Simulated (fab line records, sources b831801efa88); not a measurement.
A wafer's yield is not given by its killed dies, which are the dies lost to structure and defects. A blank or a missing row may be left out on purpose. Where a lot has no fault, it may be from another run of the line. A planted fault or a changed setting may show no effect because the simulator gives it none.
The tool behind it: which one? / flow gf180mcu / Sampling: 24 lots, 72 wafers, 4 of 602 route steps

## WHAT THE GAUGES SHOWED, per wafer
GF_V3_BOW_MEAS_05.
lot=L074; measured=day 20 17:53; on=film_metro-04; V3_BOW (um)=126 124 122
lot=L075; measured=day 21 12:29; on=film_metro-01; V3_BOW (um)=108 104 100
lot=L076; measured=day 21 16:31; on=film_metro-01; V3_BOW (um)=118 113 123
lot=L077; measured=day 22 09:23; on=film_metro-02; V3_BOW (um)=111 113 111
lot=L079; measured=day 23 07:28; on=film_metro-04; V3_BOW (um)=106 103 109
lot=L078; measured=day 23 08:41; on=film_metro-02; V3_BOW (um)=109 125 117
lot=L080; measured=day 23 21:37; on=film_metro-04; V3_BOW (um)=107 111 104
lot=L081; measured=day 23 23:31; on=film_metro-01; V3_BOW (um)=101 109 103
lot=L082; measured=day 24 21:11; on=film_metro-01; V3_BOW (um)=135 133 125
lot=L083; measured=day 25 04:22; on=film_metro-01; V3_BOW (um)=122 120 119
lot=L084; measured=day 25 14:13; on=film_metro-04; V3_BOW (um)=121 122 124
lot=L085; measured=day 25 15:28; on=film_metro-02; V3_BOW (um)=116 129 110
lot=L086; measured=day 26 02:52; on=film_metro-02; V3_BOW (um)=105 97 105
lot=L088; measured=day 26 11:02; on=film_metro-04; V3_BOW (um)=126 111 126
lot=L087; measured=day 26 12:59; on=film_metro-04; V3_BOW (um)=128 106 101
lot=L089; measured=day 26 23:33; on=film_metro-04; V3_BOW (um)=117 114 114
lot=L090; measured=day 27 00:13; on=film_metro-04; V3_BOW (um)=114 120 113
lot=L091; measured=day 27 08:22; on=film_metro-04; V3_BOW (um)=124 115 117
lot=L092; measured=day 27 14:09; on=film_metro-02; V3_BOW (um)=125 125 105
lot=L093; measured=day 27 18:16; on=film_metro-02; V3_BOW (um)=110 123 123
lot=L094; measured=day 27 23:16; on=film_metro-01; V3_BOW (um)=97 123 124
lot=L095; measured=day 28 02:36; on=film_metro-04; V3_BOW (um)=109 119 107
lot=L096; measured=day 28 08:41; on=film_metro-04; V3_BOW (um)=118 114 117
lot=L097; measured=day 28 16:49; on=film_metro-04; V3_BOW (um)=117 115 126

GF_V3_THK_MEAS_25: measures by xrf.
lot=L074; measured=day 21 19:20; on=film_metro-02; V3_W_THK (nm)=373 372 374
lot=L075; measured=day 22 14:04; on=film_metro-04; V3_W_THK (nm)=375 374 379
lot=L076; measured=day 22 17:32; on=film_metro-02; V3_W_THK (nm)=372 371 370
lot=L077; measured=day 23 09:13; on=film_metro-04; V3_W_THK (nm)=372 375 373
lot=L079; measured=day 24 06:54; on=film_metro-02; V3_W_THK (nm)=383 377 373
lot=L078; measured=day 24 08:12; on=film_metro-01; V3_W_THK (nm)=372 374 373
lot=L080; measured=day 24 20:56; on=film_metro-04; V3_W_THK (nm)=369 373 375
lot=L081; measured=day 24 22:23; on=film_metro-01; V3_W_THK (nm)=378 380 381
lot=L082; measured=day 25 19:22; on=film_metro-02; V3_W_THK (nm)=377 379 374
lot=L083; measured=day 26 03:00; on=film_metro-01; V3_W_THK (nm)=377 381 380
lot=L084; measured=day 26 12:05; on=film_metro-04; V3_W_THK (nm)=372 371 366
lot=L085; measured=day 26 14:10; on=film_metro-01; V3_W_THK (nm)=374 374 372
lot=L086; measured=day 27 00:22; on=film_metro-02; V3_W_THK (nm)=384 380 386
lot=L088; measured=day 27 07:57; on=film_metro-02; V3_W_THK (nm)=382 382 381
lot=L087; measured=day 27 10:19; on=film_metro-01; V3_W_THK (nm)=378 370 367
lot=L089; measured=day 27 20:54; on=film_metro-01; V3_W_THK (nm)=378 377 377
lot=L090; measured=day 27 21:37; on=film_metro-02; V3_W_THK (nm)=383 381 383
lot=L091; measured=day 28 05:44; on=film_metro-04; V3_W_THK (nm)=375 379 377
lot=L092; measured=day 28 11:19; on=film_metro-04; V3_W_THK (nm)=370 367 371
lot=L093; measured=day 28 15:05; on=film_metro-04; V3_W_THK (nm)=383 377 371
lot=L094; measured=day 28 20:15; on=film_metro-02; V3_W_THK (nm)=366 369 369
lot=L095; measured=day 28 22:48; on=film_metro-04; V3_W_THK (nm)=388 388 383
lot=L096; measured=day 29 05:22; on=film_metro-04; V3_W_THK (nm)=377 380 388
lot=L097; measured=day 29 13:20; on=film_metro-01; V3_W_THK (nm)=371 373 365

## WHICH TOOL RAN EACH LOT (tool, then ch and the chambers of the sampled wafers, then the start)
lot=L074; GF_V1_STRIP_18=plasma_asher-02 ch 1, day 17 10:22; GF_V2_CVD_23=cvd_w-01 ch 0,1, day 19 14:57
lot=L075; GF_V1_STRIP_18=plasma_asher-02 ch 0,1, day 18 04:04; GF_V2_CVD_23=cvd_w-02 ch 0,1, day 20 09:32
lot=L076; GF_V1_STRIP_18=plasma_asher-02 ch 0,1, day 18 08:43; GF_V2_CVD_23=cvd_w-02 ch 0,1, day 20 13:16
lot=L077; GF_V1_STRIP_18=plasma_asher-01 ch 0,1, day 19 03:10; GF_V2_CVD_23=cvd_w-02 ch 0,1, day 21 07:29
lot=L079; GF_V1_STRIP_18=plasma_asher-03 ch 0,1, day 20 00:49; GF_V2_CVD_23=cvd_w-01 ch 0,1, day 22 06:09
lot=L078; GF_V1_STRIP_18=plasma_asher-03 ch 0,1, day 20 02:10; GF_V2_CVD_23=cvd_w-02 ch 0,1, day 22 07:29
lot=L080; GF_V1_STRIP_18=plasma_asher-03 ch 0,1, day 20 17:28; GF_V2_CVD_23=cvd_w-01 ch 0,1, day 22 21:04
lot=L081; GF_V1_STRIP_18=plasma_asher-02 ch 0,1, day 20 19:14; GF_V2_CVD_23=cvd_w-02 ch 0,1, day 22 23:15
lot=L082; GF_V1_STRIP_18=plasma_asher-03 ch 0,1, day 21 19:05; GF_V2_CVD_23=cvd_w-02 ch 0,1, day 23 20:41
lot=L083; GF_V1_STRIP_18=plasma_asher-02 ch 0,1, day 22 04:10; GF_V2_CVD_23=cvd_w-01 ch 0,1, day 24 05:27
lot=L084; GF_V1_STRIP_18=plasma_asher-03 ch 0,1, day 22 14:35; GF_V2_CVD_23=cvd_w-02 ch 1, day 24 14:58
lot=L085; GF_V1_STRIP_18=plasma_asher-03 ch 0,1, day 22 15:50; GF_V2_CVD_23=cvd_w-01 ch 0,1, day 24 16:18
lot=L086; GF_V1_STRIP_18=plasma_asher-02 ch 0,1, day 23 03:28; GF_V2_CVD_23=cvd_w-01 ch 0,1, day 25 03:20
lot=L088; GF_V1_STRIP_18=plasma_asher-03 ch 0,1, day 23 12:28; GF_V2_CVD_23=cvd_w-02 ch 0,1, day 25 11:21
lot=L087; GF_V1_STRIP_18=plasma_asher-03 ch 0,1, day 23 13:44; GF_V2_CVD_23=cvd_w-02 ch 0,1, day 25 13:10
lot=L089; GF_V1_STRIP_18=plasma_asher-01 ch 0,1, day 24 01:43; GF_V2_CVD_23=cvd_w-02 ch 0,1, day 26 00:49
lot=L090; GF_V1_STRIP_18=plasma_asher-03 ch 1, day 24 02:35; GF_V2_CVD_23=cvd_w-01 ch 0,1, day 26 01:12
lot=L091; GF_V1_STRIP_18=plasma_asher-01 ch 0,1, day 24 10:20; GF_V2_CVD_23=cvd_w-02 ch 0,1, day 26 08:54
lot=L092; GF_V1_STRIP_18=plasma_asher-01 ch 0,1, day 24 18:08; GF_V2_CVD_23=cvd_w-01 ch 0,1, day 26 16:01
lot=L093; GF_V1_STRIP_18=plasma_asher-02 ch 0,1, day 24 22:26; GF_V2_CVD_23=cvd_w-01 ch 0,1, day 26 19:59
lot=L094; GF_V1_STRIP_18=plasma_asher-03 ch 0,1, day 25 03:58; GF_V2_CVD_23=cvd_w-01 ch 0,1, day 27 01:27
lot=L095; GF_V1_STRIP_18=plasma_asher-02 ch 0, day 25 07:26; GF_V2_CVD_23=cvd_w-02 ch 0,1, day 27 04:26
lot=L096; GF_V1_STRIP_18=plasma_asher-01 ch 0,1, day 25 13:47; GF_V2_CVD_23=cvd_w-02 ch 0,1, day 27 11:19
lot=L097; GF_V1_STRIP_18=plasma_asher-01 ch 0,1, day 25 21:44; GF_V2_CVD_23=cvd_w-02 ch 1, day 27 18:37
- GF_V1_STRIP_18: strips in O2/N2.
- GF_V2_CVD_23: deposits W, target thk 350 nm, time 104.94 s.

## WHAT THE TOOLS THEMSELVES READ (means of the sampled wafers that have a number; where no wafer has one, the mark that the record gives instead)
GF_V1_STRIP_18.
lot=L074; tool=plasma_asher-02; drypump_motor_current_A (A)=5.57; heater_power_w (W)=334; oes_product_au (a.u.)=0.593
lot=L075; tool=plasma_asher-02; drypump_motor_current_A (A)=5.85; heater_power_w (W)=335; oes_product_au (a.u.)=0.595
lot=L076; tool=plasma_asher-02; drypump_motor_current_A (A)=5.85; heater_power_w (W)=330; oes_product_au (a.u.)=0.595
lot=L077; tool=plasma_asher-01; drypump_motor_current_A (A)=5.30; heater_power_w (W)=327; oes_product_au (a.u.)=0.594
lot=L079; tool=plasma_asher-03; drypump_motor_current_A (A)=5.68; heater_power_w (W)=367; oes_product_au (a.u.)=0.591
lot=L078; tool=plasma_asher-03; drypump_motor_current_A (A)=5.62; heater_power_w (W)=372; oes_product_au (a.u.)=0.591
lot=L080; tool=plasma_asher-03; drypump_motor_current_A (A)=5.62; heater_power_w (W)=371; oes_product_au (a.u.)=0.592
lot=L081; tool=plasma_asher-02; drypump_motor_current_A (A)=5.68; heater_power_w (W)=337; oes_product_au (a.u.)=0.597
lot=L082; tool=plasma_asher-03; drypump_motor_current_A (A)=5.68; heater_power_w (W)=364; oes_product_au (a.u.)=0.597
lot=L083; tool=plasma_asher-02; drypump_motor_current_A (A)=5.69; heater_power_w (W)=336; oes_product_au (a.u.)=0.594
lot=L084; tool=plasma_asher-03; drypump_motor_current_A (A)=5.64; heater_power_w (W)=370; oes_product_au (a.u.)=0.596
lot=L085; tool=plasma_asher-03; drypump_motor_current_A (A)=5.69; heater_power_w (W)=364; oes_product_au (a.u.)=0.587
lot=L086; tool=plasma_asher-02; drypump_motor_current_A (A)=5.71; heater_power_w (W)=337; oes_product_au (a.u.)=0.594
lot=L088; tool=plasma_asher-03; drypump_motor_current_A (A)=5.64; heater_power_w (W)=368; oes_product_au (a.u.)=0.592
lot=L087; tool=plasma_asher-03; drypump_motor_current_A (A)=5.62; heater_power_w (W)=367; oes_product_au (a.u.)=0.594
lot=L089; tool=plasma_asher-01; drypump_motor_current_A (A)=5.28; heater_power_w (W)=329; oes_product_au (a.u.)=0.593
lot=L090; tool=plasma_asher-03; drypump_motor_current_A (A)=5.56; heater_power_w (W)=369; oes_product_au (a.u.)=0.591
lot=L091; tool=plasma_asher-01; drypump_motor_current_A (A)=5.29; heater_power_w (W)=324; oes_product_au (a.u.)=0.592
lot=L092; tool=plasma_asher-01; drypump_motor_current_A (A)=5.29; heater_power_w (W)=323; oes_product_au (a.u.)=0.597
lot=L093; tool=plasma_asher-02; drypump_motor_current_A (A)=5.83; heater_power_w (W)=329; oes_product_au (a.u.)=0.587
lot=L094; tool=plasma_asher-03; drypump_motor_current_A (A)=5.64; heater_power_w (W)=367; oes_product_au (a.u.)=0.592
lot=L095; tool=plasma_asher-02; drypump_motor_current_A (A)=5.99; heater_power_w (W)=324; oes_product_au (a.u.)=0.592
lot=L096; tool=plasma_asher-01; drypump_motor_current_A (A)=5.30; heater_power_w (W)=319; oes_product_au (a.u.)=0.596
lot=L097; tool=plasma_asher-01; drypump_motor_current_A (A)=5.28; heater_power_w (W)=326; oes_product_au (a.u.)=0.592

GF_V2_CVD_23.
lot=L074; tool=cvd_w-01; heater_power_w (W)=798; susceptor_temp_C (C)=399.74
lot=L075; tool=cvd_w-02; heater_power_w (W)=781; susceptor_temp_C (C)=399.82
lot=L076; tool=cvd_w-02; heater_power_w (W)=730; susceptor_temp_C (C)=399.92
lot=L077; tool=cvd_w-02; heater_power_w (W)=767; susceptor_temp_C (C)=399.99
lot=L079; tool=cvd_w-01; heater_power_w (W)=822; susceptor_temp_C (C)=399.96
lot=L078; tool=cvd_w-02; heater_power_w (W)=790; susceptor_temp_C (C)=400.13
lot=L080; tool=cvd_w-01; heater_power_w (W)=827; susceptor_temp_C (C)=399.91
lot=L081; tool=cvd_w-02; heater_power_w (W)=778; susceptor_temp_C (C)=399.86
lot=L082; tool=cvd_w-02; heater_power_w (W)=771; susceptor_temp_C (C)=400.01
lot=L083; tool=cvd_w-01; heater_power_w (W)=795; susceptor_temp_C (C)=400.01
lot=L084; tool=cvd_w-02; heater_power_w (W)=823; susceptor_temp_C (C)=399.98
lot=L085; tool=cvd_w-01; heater_power_w (W)=840; susceptor_temp_C (C)=399.77
lot=L086; tool=cvd_w-01; heater_power_w (W)=829; susceptor_temp_C (C)=399.67
lot=L088; tool=cvd_w-02; heater_power_w (W)=779; susceptor_temp_C (C)=399.98
lot=L087; tool=cvd_w-02; heater_power_w (W)=783; susceptor_temp_C (C)=400.08
lot=L089; tool=cvd_w-02; heater_power_w (W)=740; susceptor_temp_C (C)=399.80
lot=L090; tool=cvd_w-01; heater_power_w (W)=802; susceptor_temp_C (C)=400.08
lot=L091; tool=cvd_w-02; heater_power_w (W)=767; susceptor_temp_C (C)=399.84
lot=L092; tool=cvd_w-01; heater_power_w (W)=829; susceptor_temp_C (C)=400.21
lot=L093; tool=cvd_w-01; heater_power_w (W)=804; susceptor_temp_C (C)=400.17
lot=L094; tool=cvd_w-01; heater_power_w (W)=839; susceptor_temp_C (C)=400.00
lot=L095; tool=cvd_w-02; heater_power_w (W)=780; susceptor_temp_C (C)=399.72
lot=L096; tool=cvd_w-02; heater_power_w (W)=776; susceptor_temp_C (C)=400.15
lot=L097; tool=cvd_w-02; heater_power_w (W)=840; susceptor_temp_C (C)=400.08

## THE ANSWER, worked out from the rows above alone
Rule: usual is defined by the lots themselves. Put in order of their means at a reading, lots are off if they are a third of the lots or fewer, leave a main group of 4 or more, and stand apart from it by a gap of 3 or more times the standard deviation of the main group's means; of several such gaps the widest counts. Not used: any main group whose means are identical at the precision the tables above print for the reading. A lot without any number at a reading at which 4 lots or more have one is off too. Where the step has rows for the other lots, those lots are counted as sound. After the gauges, taken in route order, come the tools' own readings; for these a lot's mean is taken, as printed above. At the first step where some lot is off, the reading lying furthest off is the one used; lots without a number count as furthest.
None of the lots is off at any reading shown; this tells nothing.

## WHAT THE SIMULATOR HAD PUT IN
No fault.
